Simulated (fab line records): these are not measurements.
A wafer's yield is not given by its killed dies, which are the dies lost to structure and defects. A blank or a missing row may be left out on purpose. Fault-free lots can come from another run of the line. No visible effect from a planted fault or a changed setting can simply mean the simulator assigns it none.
A lot that was struck, set against a sound lot | flow sfq line | 21 out of 325 route steps
Sound: these wafers, L416.3, L416.4, L416.6. Struck: wafers L428.1, L428.5. (L428.2 of the same lot was not struck and is left out.) The cause comes at the end.
Each step with rows lists, per side, the tool, then ch with its chambers, then its first start. Under that, the readings that differ: sound wafers | struck wafers | difference of the means | sigmas: that difference in standard deviations of wafers without a fault.
alike: readings with means less than 2 such deviations apart, plus words and numbers identical on both sides. not compared: withheld readings, readings lacking a value on some wafer, bounds such as >300 that could conceal the same value, and numbers that have no deviation in the record and whose values overlap.
The two part at a step that has a row with sigmas, a row that says differs or no value, or rows on one side only. Numbers that have no deviation but don't overlap get no sigmas and don't part them. Lack of a reading on every wafer of one side parts them only where that side has two or more wafers.

first, 1 step without rows for these wafers: SFQ_TRILAYER_M5_ETCH_METAL_ETCH_126 (etches Nb in Cl2/BCl3, stops on SiO2, time 203.2 s, target depth 265 nm).
SFQ_TRILAYER_M5_STRIP_STRIP_127: strips in O2.
  sound on rie metal-02 ch 0,1, day 66 22:14; struck on rie metal-02 ch 1, day 72 04:24
  reading               | sound             | struck      | difference | sigmas
  oes product au (a.u.) | 0.981 0.993 0.973 | 1.019 1.008 | +0.031     | +3
  alike: drypump motor current A
  not compared: rf hours counter h
then, 1 step without rows for these wafers: SFQ_TRILAYER_M5_STRIP_SOLV_CLEAN_128 (cleans in NMP, time 600 s).
SFQ_TRILAYER_A5B_DEP_PECVD_129: deposits SiO2 from SiH4/N2O, time 133.33 s, target thk 600 nm.
  sound on pecvd-03 ch 0,1,2, day 66 22:49; struck on pecvd-02 ch 1, day 72 06:11
  reading              | sound       | struck  | difference | sigmas
  heater power w (W)   | 100 77 105  | 62 65   | -30        | -2
  showerhead vpp V (V) | 849 837 867 | 742 741 | -110       | -3
  alike: throttle valve pct
then, 2 steps without rows for these wafers: SFQ_TRILAYER_A5B_CMP_CMP_130 (polishes, stops on Nb, target thk 340.7 nm); SFQ_TRILAYER_A5B_METRO_MEASURE_131.
SFQ_TRILAYER_R5_DEP_SPUTTER_132: material Ti, target thk 5 nm, time 5 s.
  sound on pvd sputter-04 at day 67 03:06; struck on pvd sputter-06 at day 72 17:23
  alike: chamber pressure pa, throttle valve pct
SFQ_TRILAYER_R5_DEP_SPUTTER_133: material MoNx, target thk 40 nm, time 66.7 s.
  sound on pvd sputter-04 at day 67 03:07; struck on pvd sputter-06 at day 72 17:25
  alike: chamber pressure pa, throttle valve pct
SFQ_TRILAYER_R5_DEP_SPUTTER_134: material Ti, target thk 5 nm, time 5 s.
  sound on pvd sputter-04 at day 67 03:10; struck on pvd sputter-06 at day 72 17:28
  alike: chamber pressure pa, throttle valve pct
SFQ_R5_RS_MEAS_933: a four-point-probe measurement.
  sound on film metro-01 at day 67 03:14; struck on film metro-01 at day 72 17:29
  alike: R5_MONX_RS
SFQ_R5_THK_MEAS_934: measures by xrf.
  sound on film metro-01 at day 67 03:20; struck on film metro-01 at day 72 17:36
  alike: R5_MONX_THK
then, 1 step without rows for these wafers: SFQ_TRILAYER_R5_LITHO_COAT_141 (resist thk 62 nm).
SFQ_TRILAYER_R5_LITHO_COAT_136: resist thk 600 nm.
  sound on litho track-02 ch 0, day 67 03:46; struck on litho track-02 ch 0, day 72 17:58
  reading                                             | sound             | struck      | difference | sigmas
  model.KrF_of_TRILAYER_R5_LITHO_COAT_136.thk nm (nm) | 599.5 598.5 597.8 | 611.6 609.7 | +12.1      |
then, 4 steps without rows for these wafers: SFQ_TRILAYER_R5_LITHO_SOFTBAKE_140; SFQ_TRILAYER_R5_LITHO_EXPOSE_137 (exposes mask R5, target cd 500 nm); SFQ_TRILAYER_R5_LITHO_PEB_139 (peb time 60 s); SFQ_TRILAYER_R5_LITHO_DEVELOP_138 (time 60 s).
-- the record jumps here: 4 days lie between the struck wafers' starts before and after --
SFQ_R5_OVL_MEAS_935:
  sound on overlay-02 at day 69 05:29; struck on overlay-02 at day 76 11:37
  alike: R5_OVL
then, 1 step without rows for these wafers: SFQ_TRILAYER_R5_BARC_OPEN_METAL_ETCH_177 (etches BARC in O2, target depth 125 nm, time 41.7 s).
SFQ_TRILAYER_R5_ETCH_METAL_ETCH_139: etches the open film in Cl2, stops on SiO2, target depth 60 nm, time 40 s.
  sound on rie metal-03 ch 0,1, day 69 05:35; struck on rie metal-02 ch 0,1, day 76 11:43
  reading                                             | sound             | struck    | difference | sigmas
  model.KrF_of_TRILAYER_R5_LITHO_COAT_136.thk nm (nm) | 498.5 495.7 495.1 | 509.5 508 | +12.3      |
  alike: drypump motor current A, oes product au
  not compared: rf hours counter h
then, 1 step without rows for these wafers: SFQ_TRILAYER_R5_STRIP_STRIP_140 (strips in O2).

## WHERE THEY PART
At SFQ_TRILAYER_M5_STRIP_STRIP_127 first; at SFQ_TRILAYER_A5B_DEP_PECVD_129 last (within this record only). Later steps at which nothing parts them and some readings are alike: SFQ_TRILAYER_R5_DEP_SPUTTER_132, SFQ_TRILAYER_R5_DEP_SPUTTER_133, SFQ_TRILAYER_R5_DEP_SPUTTER_134, SFQ_R5_RS_MEAS_933, SFQ_R5_THK_MEAS_934, SFQ_R5_OVL_MEAS_935, SFQ_TRILAYER_R5_ETCH_METAL_ETCH_139.

WHY: what had been put in by the simulator
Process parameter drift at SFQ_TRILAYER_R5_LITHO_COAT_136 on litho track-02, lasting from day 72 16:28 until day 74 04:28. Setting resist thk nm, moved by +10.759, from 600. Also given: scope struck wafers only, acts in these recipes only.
